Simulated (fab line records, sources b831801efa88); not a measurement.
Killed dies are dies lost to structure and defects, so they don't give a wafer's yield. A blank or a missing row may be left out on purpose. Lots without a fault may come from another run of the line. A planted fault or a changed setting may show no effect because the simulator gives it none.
A struck lot beside a sound one | flow sky130 | 42 steps out of a route of 708
Sound: wafers L567.2, L567.4, L567.6. Struck: wafers L583.2, L583.4, L583.5. The cause comes at the end.
At each step with rows: each side's tool, then ch and its chambers, then its first start. Under that, the readings that differ: sound wafers | struck wafers | difference of the means | sigmas: that difference in standard deviations of wafers without a fault.
alike: readings whose means differ by less than 2 such deviations, and words and numbers that are the same on both sides. not compared: withheld readings, readings that some wafer has no value for, bounds like >300 that may hide the same value, and numbers for which the record gives no deviation and whose values overlap.
The two part at a step that has a row with sigmas, a row that says differs or no value, or rows on one side only. Numbers that don't overlap but have no deviation are shown without sigmas and don't part them. A reading that every wafer of one side lacks parts them only if that side has two wafers or more.

first, 1 step without rows for these wafers: SKY_DNWELL_IMPLANT_07.
SKY_DNWELL_STRIP_08: strips in O2/N2.
  sound on plasma_asher-03 ch 0,1, day 3 19:38; struck on plasma_asher-04 ch 0,1, day 6 21:47
  alike: drypump_motor_current_A, oes_product_au, strip_time_to_endpoint_s
  not compared: rf_hours_counter_h
SKY_DNWELL_TW_MEAS_09:
  sound on film_metro-03, day 3 19:44; struck on film_metro-01, day 6 21:53
  alike: DNWELL_TW
then, 7 steps without rows for these wafers: SKY_PWDE_DEHYDRATE_00 (time 60 s); SKY_PWDE_HMDS_01 (prime time 60 s); SKY_PWDE_COAT_02 (resist thk 3000 nm); SKY_PWDE_SOFTBAKE_03; SKY_PWDE_EXPOSE_04 (exposes mask PWDEM, target cd 840 nm); SKY_PWDE_PEB_05; SKY_PWDE_DEVELOP_06 (develop time 60 s).
SKY_PWDE_OVL_MEAS_07:
  sound on overlay-02, day 4 11:25; struck on overlay-01, day 7 16:41
  alike: PWDE_OVL
then, 1 step without rows for these wafers: SKY_PWDE_IMPLANT_08.
SKY_PWDE_STRIP_09: strips in O2/N2.
  sound on plasma_asher-02 ch 0,1, day 4 11:36; struck on plasma_asher-04 ch 1, day 7 16:52
  reading                     | sound          | struck         | difference | sigmas
  drypump_motor_current_A (A) | 5.88 5.55 5.82 | 6.15 6.16 6.15 | +0.40      | +2
  alike: oes_product_au, strip_time_to_endpoint_s
  not compared: rf_hours_counter_h
SKY_PWDE_TW_MEAS_10:
  sound on film_metro-02, day 4 11:43; struck on film_metro-01, day 7 16:59
  reading | sound             | struck            | difference | sigmas
  PWDE_TW | 377.6 377.7 375.5 | 371.7 371.2 371.6 | -5.4       | -2
then, 7 steps without rows for these wafers: SKY_NWELL_DEHYDRATE_03 (time 60 s); SKY_NWELL_HMDS_04 (prime time 60 s); SKY_NWELL_COAT_05 (resist thk 3000 nm); SKY_NWELL_SOFTBAKE_06; SKY_NWELL_EXPOSE_07 (exposes mask NWM, target cd 840 nm); SKY_NWELL_PEB_08; SKY_NWELL_DEVELOP_09 (develop time 60 s).
SKY_NWELL_OVL_MEAS_10:
  sound on overlay-02, day 5 05:23; struck on overlay-02, day 8 13:59
  alike: NWELL_00_OVL
then, 3 steps without rows for these wafers: SKY_NWELL_IMPLANT_11; SKY_NWELL_IMPLANT_12; SKY_NWELL_IMPLANT_13.
SKY_NWELL_STRIP_14: strips in O2/N2.
  sound on plasma_asher-02 ch 0,1, day 5 05:52; struck on plasma_asher-03 ch 0,1, day 8 14:28
  alike: drypump_motor_current_A, oes_product_au, strip_time_to_endpoint_s
  not compared: rf_hours_counter_h
SKY_NWELL_TW_MEAS_15:
  sound on film_metro-01, day 5 05:58; struck on film_metro-02, day 8 14:35
  reading  | sound          | struck         | difference | sigmas
  NWELL_TW | 1798 1811 1812 | 1843 1850 1840 | +37        | +2
then, 7 steps without rows for these wafers: SKY_NWELL_DEHYDRATE_16 (time 60 s); SKY_NWELL_HMDS_17 (prime time 60 s); SKY_NWELL_COAT_18 (resist thk 3000 nm); SKY_NWELL_SOFTBAKE_19; SKY_NWELL_EXPOSE_20 (exposes mask NWM COMPLEMENT, target cd 840 nm); SKY_NWELL_PEB_21; SKY_NWELL_DEVELOP_22 (develop time 60 s).
SKY_NWELL_OVL_MEAS_23:
  sound on overlay-02, day 5 22:59; struck on overlay-01, day 9 11:26
  reading           | sound          | struck      | difference | sigmas
  NWELL_01_OVL (nm) | -2.7 -1.2 -0.7 | 4.8 2.5 1.7 | +4.5       | +3
then, 1 step without rows for these wafers: SKY_NWELL_IMPLANT_24.
SKY_NWELL_STRIP_25: strips in O2/N2.
  sound on plasma_asher-02 ch 0, day 5 23:10; struck on plasma_asher-01 ch 1, day 9 11:37
  alike: drypump_motor_current_A, oes_product_au, strip_time_to_endpoint_s
  not compared: rf_hours_counter_h
SKY_NWELL_TW_MEAS_26:
  sound on film_metro-02, day 5 23:16; struck on film_metro-01, day 9 11:43
  alike: NWELL_2_TW
then, 1 step without rows for these wafers: SKY_NWELL_CLEAN_27 (cleans in SC1/SC2, time 150 s).
SKY_NWELL_RTA_28: time 30 s.
  sound on rtp_anneal-01 ch 0, day 5 23:23; struck on rtp_anneal-01 ch 0, day 9 11:50
  alike: anneal_temp_c_max, lamp_power_pct, wafer_temp_C_max
SKY_NWELL_RS_MEAS_29: measures by four-point-probe.
  sound on film_metro-01, day 5 23:29; struck on film_metro-03, day 9 11:56
  alike: NWELL_RS
-- the record jumps here: 41 days lie between the struck wafers' starts before and after (it left off in module NWELL and takes up again in module PAD_OPEN, whose first step shown is number 708 of the route) --
SKY_PAD_OPEN_PROBE_99:
  sound on prober-02, day 46 08:07; struck on prober-02, day 50 01:23
  reading             | sound    | struck                                                                     | difference                   | sigmas
  hold                | - - -    | await_dispo/3.0h/release await_dispo/3.0h/release await_dispo/3.0h/release | no value on the sound wafers |
  killed_at_front_end | 19 20 15 | 57 59 49                                                                   | +37                          | +9
  killed_dies         | 91 89 82 | 143 136 103                                                                | +40                          | +4
  alike: killed_at_M0_to_M3, killed_at_M4_up, killed_at_contacts, killed_at_other, killed_open, killed_short

WHERE THEY PART
First at SKY_PWDE_STRIP_09; last, within this record, at SKY_PAD_OPEN_PROBE_99.

WHY: what the simulator had put in
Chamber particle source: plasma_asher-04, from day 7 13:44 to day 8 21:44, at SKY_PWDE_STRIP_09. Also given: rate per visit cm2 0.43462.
